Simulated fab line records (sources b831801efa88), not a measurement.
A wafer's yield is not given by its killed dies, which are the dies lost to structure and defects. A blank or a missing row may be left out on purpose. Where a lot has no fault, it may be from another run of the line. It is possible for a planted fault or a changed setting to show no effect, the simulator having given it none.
The same fault as seen by 2 desks -- flow sfq_line -- every desk sees just its own numbers, and what lay behind them comes last

## TOOL OWNER'S DESK, pvd_sputter-03
The tool's own readings at SFQ_TRILAYER_M2_DEP_SPUTTER_055 (material Nb, target thk 200 nm, time 133.3 s): means of the sampled wafers that have a number, for each lot that ran on this tool. A lot is out of limits, marked OUT, if its mean lies more than 4 standard deviations from the usual mean; the brackets give that distance.
Columns: A = base_pressure_pa at SFQ_TRILAYER_M2_DEP_SPUTTER_055, usual 1.32e-06 Pa; B = cathode_dc_power_W at SFQ_TRILAYER_M2_DEP_SPUTTER_055, usual 2000.0 W; C = throttle_valve_pct at SFQ_TRILAYER_M2_DEP_SPUTTER_055, usual 29.9 %
lot,first seen here,A,B,C
L651,day 29 10:27,1.31e-06,2000.2,29.3
L654,day 31 09:25,1.34e-06,1999.9,29.3
L656,day 32 04:01,1.26e-06,2000.0,29.3
L658,day 32 13:37,1.38e-06,2000.2,29.8
L660,day 32 18:25,1.46e-06,1588.2 (-99 or more) OUT,29.4
L662,day 32 22:01,1.35e-06,1587.4 (-99 or more) OUT,29.3
This desk finds L660, L662 out of limits, L660 being first, at day 32 18:25 (cathode_dc_power_W at SFQ_TRILAYER_M2_DEP_SPUTTER_055). Within limits: L651, L654, L656, L658.

## THE METROLOGY DESK
What the gauges read for every lot (on any tool): the sampled wafers with a number, averaged. A lot is out of limits, marked OUT, if its mean lies more than 4 standard deviations from the usual mean; the brackets give that distance.
Columns: A = INCOMING_BOW at SFQ_INCOMING_BOW_MEAS_900, usual -1 um; B = M2_NB_RS at SFQ_M2_RS_MEAS_914, usual 0.892 ohm/sq; C = I3_OVL at SFQ_I3_OVL_MEAS_923, usual -2 nm
lot,first seen here,A,B,C
L647,day 1 10:01,1,0.889,-5
L648,day 1 15:00,3,0.902,3
L649,day 1 20:01,-3,0.882,6
L651,day 2 06:04,-5,0.901,-1
L653,day 2 16:00,5,0.887,6
L654,day 2 21:00,-1,0.900,-1
L656,day 3 07:01,5,0.892,-3
L658,day 3 17:02,8,0.893,-5
L660,day 4 03:00,1,1.115 (+25) OUT,4
L662,day 4 13:01,2,1.134 (+27) OUT,1
L665,day 5 04:01,-2,0.878,-3
L666,day 5 09:04,-6,0.894,-6
L667,day 5 14:01,6,0.882,-5
L670,day 6 05:00,3,0.896,0
Per this desk, out of limits: L660, L662; the first was L660, day 32 18:31 (M2_NB_RS at SFQ_M2_RS_MEAS_914). Within limits: L647, L648, L649, L651, L653, L654, L656, L658, L665, L666, L667, L670.

## ALL TOGETHER
At day 32 18:25, on L660, L662, the tool owner's desk was in a position to raise an alarm.
An alarm was possible from the metrology desk at day 32 18:31, on L660, L662.
The lots listed all ran SFQ_TRILAYER_M2_DEP_SPUTTER_055 on pvd_sputter-03.

## WHAT HAD BEEN PUT IN BY THE SIMULATOR
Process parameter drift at SFQ_TRILAYER_M2_DEP_SPUTTER_055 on pvd_sputter-03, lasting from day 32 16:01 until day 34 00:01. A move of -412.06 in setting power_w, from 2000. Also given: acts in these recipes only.
Struck lots among those shown: L660, L662.
Counting hours from when the fault started, the first reading out of limits came at 2 for the tool owner's desk and at 2 for the metrology desk.
